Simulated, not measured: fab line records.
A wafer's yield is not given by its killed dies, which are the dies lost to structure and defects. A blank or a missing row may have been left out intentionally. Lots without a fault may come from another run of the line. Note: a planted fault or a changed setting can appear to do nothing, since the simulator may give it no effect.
Which tool did it? || flow gf180mcu || 33 wafers from 11 lots sampled at 3 of the route's 602 steps

== WHAT THE GAUGES SHOWED, per wafer ==
GF_M4_RS_MEAS_05: measures by four-point-probe.
{"lot": "L444", "measured": "day 22 07:11", "on": "film metro-01", "M4_ALCU_RS (ohm/sq)": "0.0697 0.0703 0.0703"}
{"lot": "L446", "measured": "day 23 02:53", "on": "film metro-02", "M4_ALCU_RS (ohm/sq)": "0.0695 0.0687 0.0689"}
{"lot": "L447", "measured": "day 23 13:16", "on": "film metro-03", "M4_ALCU_RS (ohm/sq)": "0.0700 0.0687 0.0692"}
{"lot": "L449", "measured": "day 24 06:33", "on": "film metro-01", "M4_ALCU_RS (ohm/sq)": "0.0682 0.0687 0.0689"}
{"lot": "L450", "measured": "day 24 15:58", "on": "film metro-03", "M4_ALCU_RS (ohm/sq)": "0.0711 0.0705 0.0702"}
{"lot": "L451", "measured": "day 25 01:11", "on": "film metro-01", "M4_ALCU_RS (ohm/sq)": "0.0702 0.0694 0.0697"}
{"lot": "L455", "measured": "day 26 08:29", "on": "film metro-02", "M4_ALCU_RS (ohm/sq)": "0.0690 0.0688 0.0691"}
{"lot": "L456", "measured": "day 26 15:43", "on": "film metro-02", "M4_ALCU_RS (ohm/sq)": "0.0699 0.0702 0.0697"}
{"lot": "L462", "measured": "day 28 13:14", "on": "film metro-03", "M4_ALCU_RS (ohm/sq)": "0.0683 0.0683 0.0688"}
{"lot": "L465", "measured": "day 29 09:27", "on": "film metro-02", "M4_ALCU_RS (ohm/sq)": "0.0701 0.0691 0.0696"}
{"lot": "L466", "measured": "day 29 12:50", "on": "film metro-03", "M4_ALCU_RS (ohm/sq)": "0.0709 0.0710 0.0706"}

== WHAT TOOL EACH LOT RAN ON (gives the tool, then ch and the chambers of the sampled wafers, and finally the start) ==
{"lot": "L444", "GF_V3_SPUTTER_22": "pvd sputter-03, day 22 06:19", "GF_V3_CVD_23": "cvd w-02 ch 0,1, day 22 06:22"}
{"lot": "L446", "GF_V3_SPUTTER_22": "pvd sputter-03, day 23 01:53", "GF_V3_CVD_23": "cvd w-02 ch 0, day 23 02:00"}
{"lot": "L447", "GF_V3_SPUTTER_22": "pvd sputter-02, day 23 12:22", "GF_V3_CVD_23": "cvd w-01 ch 0,1, day 23 12:27"}
{"lot": "L449", "GF_V3_SPUTTER_22": "pvd sputter-02, day 24 05:40", "GF_V3_CVD_23": "cvd w-01 ch 0,1, day 24 05:44"}
{"lot": "L450", "GF_V3_SPUTTER_22": "pvd sputter-03, day 24 15:07", "GF_V3_CVD_23": "cvd w-01 ch 0,1, day 24 15:09"}
{"lot": "L451", "GF_V3_SPUTTER_22": "pvd sputter-03, day 25 00:20", "GF_V3_CVD_23": "cvd w-02 ch 0,1, day 25 00:23"}
{"lot": "L455", "GF_V3_SPUTTER_22": "pvd sputter-02, day 26 07:38", "GF_V3_CVD_23": "cvd w-01 ch 0,1, day 26 07:40"}
{"lot": "L456", "GF_V3_SPUTTER_22": "pvd sputter-04, day 26 14:49", "GF_V3_CVD_23": "cvd w-02 ch 0,1, day 26 14:54"}
{"lot": "L462", "GF_V3_SPUTTER_22": "pvd sputter-02, day 28 12:23", "GF_V3_CVD_23": "cvd w-01 ch 0,1, day 28 12:26"}
{"lot": "L465", "GF_V3_SPUTTER_22": "pvd sputter-02, day 29 08:36", "GF_V3_CVD_23": "cvd w-01 ch 0,1, day 29 08:38"}
{"lot": "L466", "GF_V3_SPUTTER_22": "pvd sputter-03, day 29 11:58", "GF_V3_CVD_23": "cvd w-01 ch 0,1, day 29 12:00"}
- GF_V3_SPUTTER_22: material TiN, target thk 10 nm, time 40 s.
- GF_V3_CVD_23: deposits W, target thk 350 nm, time 104.9 s.

== WHAT THE TOOLS THEMSELVES READ (means of the sampled wafers that have a number; where no wafer has one, the mark that the record gives instead) ==
GF_V3_SPUTTER_22.
{"lot": "L444", "tool": "pvd sputter-03", "throttle valve pct (%)": 29.9}
{"lot": "L446", "tool": "pvd sputter-03", "throttle valve pct (%)": 30.1}
{"lot": "L447", "tool": "pvd sputter-02", "throttle valve pct (%)": 29.9}
{"lot": "L449", "tool": "pvd sputter-02", "throttle valve pct (%)": 29.1}
{"lot": "L450", "tool": "pvd sputter-03", "throttle valve pct (%)": 29.9}
{"lot": "L451", "tool": "pvd sputter-03", "throttle valve pct (%)": 29.6}
{"lot": "L455", "tool": "pvd sputter-02", "throttle valve pct (%)": 28.8}
{"lot": "L456", "tool": "pvd sputter-04", "throttle valve pct (%)": 30.3}
{"lot": "L462", "tool": "pvd sputter-02", "throttle valve pct (%)": 29.4}
{"lot": "L465", "tool": "pvd sputter-02", "throttle valve pct (%)": 30.5}
{"lot": "L466", "tool": "pvd sputter-03", "throttle valve pct (%)": 29.6}

GF_V3_CVD_23.
{"lot": "L444", "tool": "cvd w-02", "heater power w (W)": 752}
{"lot": "L446", "tool": "cvd w-02", "heater power w (W)": 649}
{"lot": "L447", "tool": "cvd w-01", "heater power w (W)": 812}
{"lot": "L449", "tool": "cvd w-01", "heater power w (W)": 819}
{"lot": "L450", "tool": "cvd w-01", "heater power w (W)": 873}
{"lot": "L451", "tool": "cvd w-02", "heater power w (W)": 756}
{"lot": "L455", "tool": "cvd w-01", "heater power w (W)": 803}
{"lot": "L456", "tool": "cvd w-02", "heater power w (W)": 696}
{"lot": "L462", "tool": "cvd w-01", "heater power w (W)": 874}
{"lot": "L465", "tool": "cvd w-01", "heater power w (W)": 871}
{"lot": "L466", "tool": "cvd w-01", "heater power w (W)": 816}

== THE ANSWER, worked out from the rows above alone ==
Rule: what is usual is taken from the lots themselves. Put in order of their means at a reading, lots are off if they are a third of the lots or fewer, leave a main group of 4 or more, and stand apart from it by a gap of 3 or more times the standard deviation of the main group's means; of several such gaps the widest counts. A main group is skipped when, at the precision printed for the reading in the tables above, its means are all equal. A lot without any number at a reading at which 4 lots or more have one is off too. Where the step has rows for the other lots, those lots are counted as sound. The gauges are gone through in route order, then the tools' own readings, and for those a lot's mean is taken as printed above. At the first step where some lot is off, the reading lying furthest off is the one used; lots without a number count as furthest.
Across all readings shown, no lot is off: no conclusion can be drawn from this.

== WHAT THE SIMULATOR PUT IN ==
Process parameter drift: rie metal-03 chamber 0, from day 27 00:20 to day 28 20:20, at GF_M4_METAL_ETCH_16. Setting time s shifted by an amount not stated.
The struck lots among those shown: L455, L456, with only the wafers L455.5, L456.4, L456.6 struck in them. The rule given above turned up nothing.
